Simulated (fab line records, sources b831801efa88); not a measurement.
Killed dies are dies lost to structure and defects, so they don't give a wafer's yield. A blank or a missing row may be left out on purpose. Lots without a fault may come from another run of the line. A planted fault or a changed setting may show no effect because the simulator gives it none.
Split-lot experiment | flow sfq_line | 5 lots, 23 wafers read, on a route of 325 steps

THE SPLIT
At SFQ_TRILAYER_M1_LITHO_COAT_044 (resist thk 62 nm), the setting spin_rpm was moved away from the recipe's 3000 rpm on 10 of the 23 wafers read, by -5.6% to +2.2%. The other wafers ran this setting at the recipe's value.

The reading is taken at the split's own step.

THE READING
BARC_of_TRILAYER_M1_LITHO_COAT_044.thk_nm (the simulator's own value, which no gauge read), in nm, at SFQ_TRILAYER_M1_LITHO_COAT_044 (resist thk 62 nm). The file gives no usual value for it. The 13 wafers here that ran the recipe average 62.13 nm, standard deviation 0.088 nm.

wafer  | tool, chamber at the split | spin_rpm as run, rpm | against the recipe | BARC_of_TRILAYER_M1_LITHO_COAT_044.thk_nm, nm | against lot-mates on the recipe
L075.1 | litho_track-03, 0          | 2833                 | -5.6%              | 63.94                                         | +1.71
L075.4 | litho_track-03, 0          | 2833                 | -5.6%              | 63.94                                         | +1.71
L075.3 | litho_track-03, 0          | 2833                 | -5.6%              | 63.95                                         | +1.72
L075.5 | litho_track-03, 0          | 3000                 | recipe             | 62.18                                         | -
L075.6 | litho_track-03, 0          | 3000                 | recipe             | 62.28                                         | -
L079.1 | litho_track-03, 0          | 3000                 | recipe             | 62.05                                         | -
L079.4 | litho_track-03, 0          | 3000                 | recipe             | 62.07                                         | -
L079.6 | litho_track-03, 0          | 3000                 | recipe             | 62.1                                          | -
L080.1 | litho_track-03, 0          | 3000                 | recipe             | 62.03                                         | -
L080.3 | litho_track-03, 0          | 3066                 | +2.2%              | 61.31                                         | -0.73
L080.4 | litho_track-03, 0          | 3066                 | +2.2%              | 61.47                                         | -0.58
L080.5 | litho_track-03, 0          | 3066                 | +2.2%              | 61.29                                         | -0.76
L080.6 | litho_track-03, 0          | 3000                 | recipe             | 62.06                                         | -
L081.1 | litho_track-04, 0          | 3000                 | recipe             | 62.19                                         | -
L081.2 | litho_track-04, 0          | 2857                 | -4.8%              | 63.83                                         | +1.71
L081.3 | litho_track-04, 0          | 2857                 | -4.8%              | 63.77                                         | +1.65
L081.4 | litho_track-04, 0          | 3000                 | recipe             | 62.12                                         | -
L081.6 | litho_track-04, 0          | 3000                 | recipe             | 62.05                                         | -
L085.2 | litho_track-03, 0          | 3000                 | recipe             | 62.07                                         | -
L085.3 | litho_track-03, 0          | 3000                 | recipe             | 62.14                                         | -
L085.4 | litho_track-03, 0          | 2903                 | -3.2%              | 63.25                                         | +1.07
L085.5 | litho_track-03, 0          | 2903                 | -3.2%              | 63.06                                         | +0.88
L085.6 | litho_track-03, 0          | 3000                 | recipe             | 62.32                                         | -

THE FIT
A straight line over all 23 wafers: BARC_of_TRILAYER_M1_LITHO_COAT_044.thk_nm changes by -0.335 nm for each +1% of spin_rpm; r = -0.99; the points scatter about the line by 0.089 nm.
The same after taking each lot's own level away (the mean of its wafers on the recipe; 23 wafers): -0.319 nm for each +1%; r = -0.99; scatter 0.087 nm.
On that fit, the largest move of spin_rpm shifts the reading by 1.8 nm.
The lots' own levels span 62.045 to 62.230 nm, that is 2.1 times the standard deviation above.
So the lot-to-lot level changes the slope little: the two slopes agree.
Check: with one of the wafers moved furthest among these (-5.6%) left out of the fit, the line predicts +1.79 nm for it against its lot-mates. It came out at +1.71 nm against them.

OTHER SPLITS ON THESE WAFERS
These wafers also went through other splits before the reading. Each is held against what the fit with the lots' levels taken away leaves over:
other split on the same wafers                    | wafers away from the commonest value | r with BARC_of_TRILAYER_M1_LITHO_COAT_044.thk_nm (lot level and that fit taken away)
SFQ_TRILAYER_INCOMING_OXIDATION_002 temp_c        | 10                                   | +0.10
SFQ_TRILAYER_L0_LITHO_COAT_005 spin_rpm           | 7                                    | +0.01
SFQ_TRILAYER_L0_BARC_OPEN_METAL_ETCH_010 icp_w    | 7                                    | +0.09
SFQ_TRILAYER_L0_VIA_BARC_OPEN_VIA_ETCH_021 time_s | 8                                    | -0.04
SFQ_TRILAYER_M0_LITHO_COAT_026 spin_rpm           | 8                                    | +0.11
SFQ_TRILAYER_M0_LITHO_EXPOSE_022 dose_mj          | 7                                    | -0.34
SFQ_TRILAYER_I0_VIA_LITHO_COAT_036 resist_thk_nm  | 8                                    | +0.10

THE FILE'S OWN FIT
BARC_of_TRILAYER_M1_LITHO_COAT_044.thk_nm changes by -0.322 nm for each +1% of spin_rpm, r = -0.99.
